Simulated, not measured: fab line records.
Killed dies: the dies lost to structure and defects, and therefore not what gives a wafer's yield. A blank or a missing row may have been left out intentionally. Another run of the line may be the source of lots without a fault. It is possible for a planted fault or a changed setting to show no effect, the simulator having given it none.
Struck lot and sound lot, side by side    flow gf180mcu    16 out of 602 route steps
Sound: wafers L529.1, L529.3, L529.4. Struck: wafers L543.4, L543.6 (left out: L543.5, a lot-mate that was not struck); the cause follows at the end.
Per side, at each step with rows, come the tool, then ch with its chambers, and then its first start. Under that, the readings that differ: sound wafers    struck wafers    difference of the means    sigmas: that difference in standard deviations of wafers without a fault.
alike: readings whose means differ by less than 2 such deviations, and words and numbers that are the same on both sides. not compared: withheld readings, readings that some wafer has no value for, bounds like >300 that may hide the same value, and numbers for which the record gives no deviation and whose values overlap.
Wherever a step has rows on one side only, a row that says differs or no value, or a row with sigmas, the two part there. Numbers that have no deviation but don't overlap get no sigmas and don't part them. A reading that every wafer of one side lacks parts them only if that side has two wafers or more.

GF_M4_SPUTTER_04: material TiN, target thk 50 nm, time 41.7 s.
  sound: pvd_sputter-03 at day 24 00:50; struck: pvd_sputter-01 at day 28 11:12
  alike: throttle_valve_pct
GF_M4_RS_MEAS_05: measurement is done with a four-point probe.
  sound: film_metro-02 at day 24 00:53; struck: film_metro-02 at day 28 11:18
reading              sound                 struck         difference  sigmas
M4_ALCU_RS (ohm/sq)  0.0676 0.0680 0.0688  0.0704 0.0712  +0.0027     +3
GF_M4_THK_MEAS_06: measures by xrf.
  sound: film_metro-02 at day 24 01:00; struck: film_metro-02 at day 28 11:23
reading           sound        struck   difference  sigmas
M4_ALCU_THK (nm)  459 457 452  441 435  -18         -3
then, 7 steps without rows for these wafers: GF_M4_DEHYDRATE_07 (time 60 s); GF_M4_HMDS_08 (prime time 60 s); GF_M4_COAT_09 (resist thk 1000 nm); GF_M4_SOFTBAKE_10 (time 60 s); GF_M4_EXPOSE_11 (exposes mask Metal4, target cd 280 nm); GF_M4_PEB_12 (peb time 90 s); GF_M4_DEVELOP_13 (develop time 60 s).
GF_M4_CD_MEAS_14: the cd target is 280 nm.
  sound: cd_sem-01 at day 24 22:52; struck: cd_sem-01 at day 29 06:28
  alike: cd_nm
GF_M4_OVL_MEAS_15:
  sound: overlay-01 at day 24 22:59; struck: overlay-02 at day 29 06:32
  alike: M4_OVL
GF_M4_METAL_ETCH_16: etches the open film in Cl2/BCl3, stops on SiO2, target depth 627.5 nm, time 104.6 s.
  sound on rie_metal-03 ch 0,1, day 24 23:01; struck on rie_metal-03 ch 0, day 29 06:35
reading                              sound                 struck         difference  sigmas
oes_product_au (a.u.)                0.983 0.984 0.973     0.969 0.962    -0.014      -2
throttle_valve_pct (%)               28.229 28.241 28.235  28.262 28.253  +0.023      +2
model.KrF_of_M4_COAT_09.thk_nm (nm)  742.2 736.2 739.2     635.6 633      -104.9      
  alike: drypump_motor_current_A
  not compared: rf_hours_counter_h
GF_M4_STRIP_17: strips in O2/N2.
  sound on plasma_asher-03 ch 0,1, day 24 23:07; struck on plasma_asher-03 ch 0,1, day 29 06:42
reading                       sound              struck       difference  sigmas
oes_product_au (a.u.)         0.566 0.560 0.560  0.512 0.504  -0.054      -10
strip_time_to_endpoint_s (s)  7.96 7.88 7.93     6.90 6.87    -1.04       -24
  alike: drypump_motor_current_A, heater_power_w
  not compared: rf_hours_counter_h
then, 1 step without rows for these wafers: GF_M4_STRIP_18 (strips in post etch residue remover, time 1200 s).
-- the record jumps here: 5 days lie between the struck wafers' starts before and after (it left off in module M4 and takes up again in module PASSIVATION, whose first step shown is number 602 of the route) --
GF_PASSIVATION_PROBE_99:
  the record has rows for the struck wafers here (prober-02, day 33 22:58) and none for the sound ones

== WHERE THEY PART ==
Last at GF_PASSIVATION_PROBE_99 as far as this record goes, first at GF_M4_RS_MEAS_05.

WHY: whatever the simulator had introduced
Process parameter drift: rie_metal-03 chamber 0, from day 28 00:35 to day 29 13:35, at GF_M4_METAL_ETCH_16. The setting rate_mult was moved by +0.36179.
